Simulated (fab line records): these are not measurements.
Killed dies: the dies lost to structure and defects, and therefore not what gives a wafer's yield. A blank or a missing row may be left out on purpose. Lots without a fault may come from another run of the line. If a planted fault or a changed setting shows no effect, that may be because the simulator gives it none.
Chamber matching	flow gf180mcu	GF_M5_ETCH_09 on rie-diel-02 has 4 sister chambers
The step etches Si3N4 in CF4/O2, target depth 52 nm, time 11.6 s. 4 wafers are shown with their chamber, then 12 later ones without.

== WAFERS PAIRED WITH THEIR CHAMBERS ==
wafer	chamber	drypump-motor-current-A (A)
L085.1	0	5.7
L085.4	2	5.9
L089.2	3	5.2
L089.3	1	5.6

== WAFERS WHOSE CHAMBER IS MISSING ==
wafer	drypump-motor-current-A (A)
L091.1	5.7
L091.3	5.5
L091.4	5.7
L092.4	5.7
L092.5	5.2
L092.6	5.5
L094.1	5.2
L094.2	5.7
L094.3	5.9
L097.1	5.2
L097.3	5.7
L097.6	5.8

== CHAMBER TAKEN BY EACH ==
wafer	from the rows above	in truth
L091.1	0	0
L091.3	1	1
L091.4	0	0
L092.4	0	0
L092.5	3	3
L092.6	1	1
L094.1	3	3
L094.2	0	0
L094.3	2	2
L097.1	3	3
L097.3	0	0
L097.6	can't be placed: 0 or 2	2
Correct placement for 11 of the 12. Can't be placed from these rows: 1 (the true chamber is among the candidates in 1). Number placed wrongly: 0.
How it was worked out, from the rows above alone: a wafer's distance from a chamber is the root of the sum, over the readings, of the square of ((its reading less the chamber's mean) divided by the reading's scatter). The wafer belongs to the nearest chamber; if the next one is less than 2 further off, it can't be placed. For every chamber, the mean is computed from those of its wafers that are shown. The scatter (one wafer shown for each chamber): square how far every hidden wafer sits from the nearest shown wafer, average those squares and take the square root.
